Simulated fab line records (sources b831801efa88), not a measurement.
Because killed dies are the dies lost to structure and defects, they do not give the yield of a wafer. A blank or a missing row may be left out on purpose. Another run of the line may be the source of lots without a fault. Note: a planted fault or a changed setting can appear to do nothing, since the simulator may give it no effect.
Which tool is to blame? :: flow gf180mcu :: 14 lots, 42 wafers sampled, at 4 steps of a route of 602

WHAT THE GAUGES READ, wafer by wafer
GF_CONTACT_CD_MEAS_14 targets a cd of 220 nm.
lot: L389
measured: day 16 02:14
on: cdSem-02
cdNm (nm): 219.8 221.1 222.7

lot: L391
measured: day 17 06:42
on: cdSem-02
cdNm (nm): 221.2 222.1 221.6

lot: L390
measured: day 17 03:08
on: cdSem-01
cdNm (nm): 219.9 220.9 219.2

lot: L393
measured: day 17 21:52
on: cdSem-01
cdNm (nm): 218.1 218.8 219.9

lot: L395
measured: day 18 02:07
on: cdSem-01
cdNm (nm): 220.3 219.0 220.1

lot: L397
measured: day 18 19:29
on: cdSem-02
cdNm (nm): 220.8 221.2 220.9

lot: L398
measured: day 19 05:02
on: cdSem-01
cdNm (nm): 222.1 221.0 221.5

lot: L399
measured: day 19 10:58
on: cdSem-02
cdNm (nm): 220.6 220.4 219.8

lot: L400
measured: day 19 20:00
on: cdSem-01
cdNm (nm): 221.4 219.0 219.4

lot: L406
measured: day 22 01:54
on: cdSem-01
cdNm (nm): 218.4 218.5 218.2

lot: L407
measured: day 22 15:43
on: cdSem-02
cdNm (nm): 219.6 220.2 219.4

lot: L408
measured: day 23 00:12
on: cdSem-01
cdNm (nm): 217.8 218.1 217.8

lot: L409
measured: day 23 07:48
on: cdSem-01
cdNm (nm): 216.9 217.6 218.2

lot: L411
measured: day 23 19:06
on: cdSem-01
cdNm (nm): 219.1 220.7 220.7

GF_V3_CD_MEAS_14 targets a cd of 260 nm.
lot: L389
measured: day 22 08:43
on: cdSem-01
cdNm (nm): 260.5 260.0 260.0

lot: L391
measured: day 23 14:00
on: cdSem-02
cdNm (nm): 259.0 258.0 260.3

lot: L390
measured: day 23 11:05
on: cdSem-02
cdNm (nm): 259.3 259.3 258.6

lot: L393
measured: day 24 03:33
on: cdSem-02
cdNm (nm): 259.4 259.5 261.2

lot: L395
measured: day 24 08:19
on: cdSem-02
cdNm (nm): 260.6 260.3 260.3

lot: L397
measured: day 25 00:37
on: cdSem-02
cdNm (nm): 261.6 260.7 261.6

lot: L398
measured: day 25 09:00
on: cdSem-02
cdNm (nm): 260.1 260.6 261.5

lot: L399
measured: day 25 13:20
on: cdSem-02
cdNm (nm): 260.8 259.9 260.3

lot: L400
measured: day 25 19:53
on: cdSem-01
cdNm (nm): 259.1 258.3 260.1

lot: L406
measured: day 28 00:07
on: cdSem-01
cdNm (nm): 258.5 259.9 258.4

lot: L407
measured: day 28 09:17
on: cdSem-02
cdNm (nm): 259.8 260.9 261.1

lot: L408
measured: day 28 17:56
on: cdSem-01
cdNm (nm): 260.2 258.9 257.7

lot: L409
measured: day 28 22:34
on: cdSem-02
cdNm (nm): 258.7 259.6 258.4

lot: L411
measured: day 29 09:27
on: cdSem-02
cdNm (nm): 259.9 261.6 261.7

TOOL THAT RAN EACH LOT (tool first, then ch and the chambers of the sampled wafers, then the start)
lot: L389
GF_VT_IMPLANT_IMPLANT_30: implanter-04 ch 0, day 7 00:17
GF_PSD_RTA_13: rtpAnneal-02 ch 0, day 14 06:06

lot: L391
GF_VT_IMPLANT_IMPLANT_30: implanter-02 ch 0, day 7 18:43
GF_PSD_RTA_13: rtpAnneal-02 ch 0, day 15 08:01

lot: L390
GF_VT_IMPLANT_IMPLANT_30: implanter-03 ch 0, day 7 19:05
GF_PSD_RTA_13: rtpAnneal-02 ch 0, day 15 04:17

lot: L393
GF_VT_IMPLANT_IMPLANT_30: implanter-02 ch 0, day 8 01:23
GF_PSD_RTA_13: rtpAnneal-01 ch 0, day 15 23:04

lot: L395
GF_VT_IMPLANT_IMPLANT_30: implanter-04 ch 0, day 8 10:20
GF_PSD_RTA_13: rtpAnneal-01 ch 0, day 16 02:49

lot: L397
GF_VT_IMPLANT_IMPLANT_30: implanter-03 ch 0, day 8 21:02
GF_PSD_RTA_13: rtpAnneal-02 ch 0, day 16 19:33

lot: L398
GF_VT_IMPLANT_IMPLANT_30: implanter-02 ch 0, day 9 07:29
GF_PSD_RTA_13: rtpAnneal-02 ch 0, day 17 04:10

lot: L399
GF_VT_IMPLANT_IMPLANT_30: implanter-04 ch 0, day 9 09:28
GF_PSD_RTA_13: rtpAnneal-02 ch 0, day 17 09:00

lot: L400
GF_VT_IMPLANT_IMPLANT_30: implanter-02 ch 0, day 9 16:29
GF_PSD_RTA_13: rtpAnneal-02 ch 0, day 17 17:24

lot: L406
GF_VT_IMPLANT_IMPLANT_30: implanter-04 ch 0, day 11 07:58
GF_PSD_RTA_13: rtpAnneal-01 ch 0, day 20 00:08

lot: L407
GF_VT_IMPLANT_IMPLANT_30: implanter-04 ch 0, day 11 16:41
GF_PSD_RTA_13: rtpAnneal-02 ch 0, day 20 14:35

lot: L408
GF_VT_IMPLANT_IMPLANT_30: implanter-04 ch 0, day 11 23:11
GF_PSD_RTA_13: rtpAnneal-01 ch 0, day 20 23:57

lot: L409
GF_VT_IMPLANT_IMPLANT_30: implanter-04 ch 0, day 12 05:50
GF_PSD_RTA_13: rtpAnneal-02 ch 0, day 21 08:12

lot: L411
GF_VT_IMPLANT_IMPLANT_30: implanter-03 ch 0, day 12 18:28
GF_PSD_RTA_13: rtpAnneal-02 ch 0, day 21 20:05
- GF_VT_IMPLANT_IMPLANT_30
- GF_PSD_RTA_13: time 20 s.

AS READ BY THE TOOLS THEMSELVES (means over the sampled wafers that have a number; for cases with no such wafer, the mark the record gives instead)
GF_VT_IMPLANT_IMPLANT_30.
lot: L389
tool: implanter-04
doseIonsCm2: 2.5329e+12

lot: L391
tool: implanter-02
doseIonsCm2: 2.5334e+12

lot: L390
tool: implanter-03
doseIonsCm2: 2.5375e+12

lot: L393
tool: implanter-02
doseIonsCm2: 2.5362e+12

lot: L395
tool: implanter-04
doseIonsCm2: 2.5360e+12

lot: L397
tool: implanter-03
doseIonsCm2: 2.5329e+12

lot: L398
tool: implanter-02
doseIonsCm2: 2.5048e+12

lot: L399
tool: implanter-04
doseIonsCm2: 2.5360e+12

lot: L400
tool: implanter-02
doseIonsCm2: 2.5013e+12

lot: L406
tool: implanter-04
doseIonsCm2: 2.5343e+12

lot: L407
tool: implanter-04
doseIonsCm2: 2.5322e+12

lot: L408
tool: implanter-04
doseIonsCm2: 2.5320e+12

lot: L409
tool: implanter-04
doseIonsCm2: 2.5353e+12

lot: L411
tool: implanter-03
doseIonsCm2: 2.5321e+12

GF_PSD_RTA_13.
lot: L389
tool: rtpAnneal-02
lampPowerPct (%): 32.6
wafer_temp_C_max: 1029.7

lot: L391
tool: rtpAnneal-02
lampPowerPct (%): 32.7
wafer_temp_C_max: 1031.0

lot: L390
tool: rtpAnneal-02
lampPowerPct (%): 32.7
wafer_temp_C_max: 1031.0

lot: L393
tool: rtpAnneal-01
lampPowerPct (%): 36.0
wafer_temp_C_max: 1028.6

lot: L395
tool: rtpAnneal-01
lampPowerPct (%): 36.0
wafer_temp_C_max: 1028.3

lot: L397
tool: rtpAnneal-02
lampPowerPct (%): 32.7
wafer_temp_C_max: 1029.2

lot: L398
tool: rtpAnneal-02
lampPowerPct (%): 32.7
wafer_temp_C_max: 1030.0

lot: L399
tool: rtpAnneal-02
lampPowerPct (%): 32.7
wafer_temp_C_max: 1030.8

lot: L400
tool: rtpAnneal-02
lampPowerPct (%): 32.7
wafer_temp_C_max: 1029.6

lot: L406
tool: rtpAnneal-01
lampPowerPct (%): 36.0
wafer_temp_C_max: 1029.2

lot: L407
tool: rtpAnneal-02
lampPowerPct (%): 32.7
wafer_temp_C_max: 1029.8

lot: L408
tool: rtpAnneal-01
lampPowerPct (%): 36.0
wafer_temp_C_max: 1029.9

lot: L409
tool: rtpAnneal-02
lampPowerPct (%): 32.7
wafer_temp_C_max: 1030.7

lot: L411
tool: rtpAnneal-02
lampPowerPct (%): 32.6
wafer_temp_C_max: 1030.2

THE ANSWER, worked out from the rows above alone
Rule: usual is defined by the lots themselves. The widest of any qualifying gaps counts: lots, ordered by their means at a reading, are off when they make up no more than a third of the lots, leave a main group of 4 or more, and stand apart from it by 3 or more times the standard deviation of that group's means. If all means in a main group match to the digits the tables above print for the reading, that group is not used. A lot without any number at a reading at which 4 lots or more have one is off too. Where the step has rows for the other lots, those lots are counted as sound. After the gauges, taken in route order, come the tools' own readings; for these a lot's mean is taken, as printed above. The first step at which some lot is off is used, and at that step the reading that is off furthest; a lot without a number counts as furthest.
Off, at GF_VT_IMPLANT_IMPLANT_30 on doseIonsCm2: L398, L400. Mean 2.5342e+12 and standard deviation 1.8e+09 in the main group.
If a tool, at that step or one of the process steps before it, ran each lot that is off and ran no sound lot following the first of them, it fits. One fits: GF_VT_IMPLANT_IMPLANT_30 on implanter-02. Its last sound lot is L393 (day 8 01:23), its first lot that is off L398 (day 9 07:29): a fault that began between those two fits.
The tool's own readings at GF_VT_IMPLANT_IMPLANT_30 bear it out: on the lots that are off they differ by more than 5 times the standard deviation of the sound lots' means. doseIonsCm2 reads 2.5030e+12 there against 2.5342e+12 on the sound lots.

WHAT THE SIMULATOR PUT IN
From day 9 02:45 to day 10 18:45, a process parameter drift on implanter-02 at GF_VT_IMPLANT_IMPLANT_30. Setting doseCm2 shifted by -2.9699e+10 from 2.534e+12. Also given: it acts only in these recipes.
Lots struck among those shown: L398, L400. Same finding as the rule above.
